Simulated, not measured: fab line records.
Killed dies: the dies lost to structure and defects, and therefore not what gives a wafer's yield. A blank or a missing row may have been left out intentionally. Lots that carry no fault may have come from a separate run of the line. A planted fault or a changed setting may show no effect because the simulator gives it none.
Problem report, 8D (eight disciplines) form, completed by code || flow sky130 || the parts of the form that need people (team, actions taken, sign-off) are left out

1. WHAT IS WRONG
Mean LDD_N_OVL at SKY_LDD_N_OVL_MEAS_07: 48.4 nm over 12 wafers in 4 lots; fault-free wafers: -1.1 nm, standard deviation 1.3. Relative to the usual mean, that is a shift of +38 standard deviations.
First seen on wafer L571.2, day 23 10:24, on overlay-01. At this step, 36 wafers from 12 lots have a number in the record. Rule for "out" (also "out of limits"): further than 4 standard deviations from the usual mean. The other wafers with a number count as sound.

2. WHAT THIS IS AND IS NOT
{"question": "which readings at this step", "is": "LDD_N_OVL", "is not": "-"}
{"question": "which lots", "is": "L571, L572, L573, L574", "is not": "L558, L559, L560, L561, L563, L577, L579, L580"}
{"question": "which wafers of those lots", "is": "all that have a number", "is not": "-"}
{"question": "read on which gauges", "is": "overlay-01, overlay-02", "is not": "-"}
{"question": "when", "is": "from day 23 10:24", "is not": "up to then (15 sound wafers); but 9 sound wafers of L577, L579, L580 came after"}

3. WHAT RULES OUT EACH SUSPECT
Counting: a tool stays on the suspect list if, at a process step up to the reading, it processed all lots that are out and no sound lot following the first of them.
- ruled out: the gauge at SKY_LDD_N_OVL_MEAS_07. The wafers that are out were read on 2 gauges (overlay-01, overlay-02).
- iline-stepper-01 at SKY_LDD_N_EXPOSE_04 (exposes mask NTM, target cd 840 nm): kept. It processed each lot that is out, first L571 at day 22 18:53, and no sound lot thereafter; up to then, the last sound lot it processed was L561 at day 19 07:53.
Remaining after the count: iline-stepper-01 at SKY_LDD_N_EXPOSE_04.

4. THE CAUSE (what the simulator had put in)
Scanner matching overlay: iline-stepper-01, from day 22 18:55 on, at SKY_LDD_N_EXPOSE_04. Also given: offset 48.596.
Counting left only this tool.

5. THE CHAIN OF EFFECTS, in route order
One row per reading whose mean, taken over the struck wafers that have a number, lies over 3 standard deviations from the usual. Only readings whose record carries a usual standard deviation are examined. hours: median over the lots of the time between each lot's start at the first step of this table that gives one and its start at this step. sigmas: the change, counted in usual standard deviations.
{"hours": 0, "step": "SKY_LDD_N_OVL_MEAS_07", "reading": "LDD_N_OVL", "usual": "-1.1 nm", "on struck wafers": 48.4, "change": "+49.5", "sigmas": "+38"}

6. HOW IT WOULD HAVE BEEN CAUGHT EARLIER
In this record the first reading out of limits at a measuring or inspecting step was taken at day 23 10:24, 15 hours after the fault began at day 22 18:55.
No tool reading at SKY_LDD_N_EXPOSE_04 that has a usual standard deviation in the record was out on any struck wafer, so an alarm limit of 4 standard deviations on those readings would not have fired.
L573, L574, from the lots that are out (4), started SKY_LDD_N_EXPOSE_04 on iline-stepper-01 later than day 23 10:24. A hold on the tool at that time would have spared those 2.
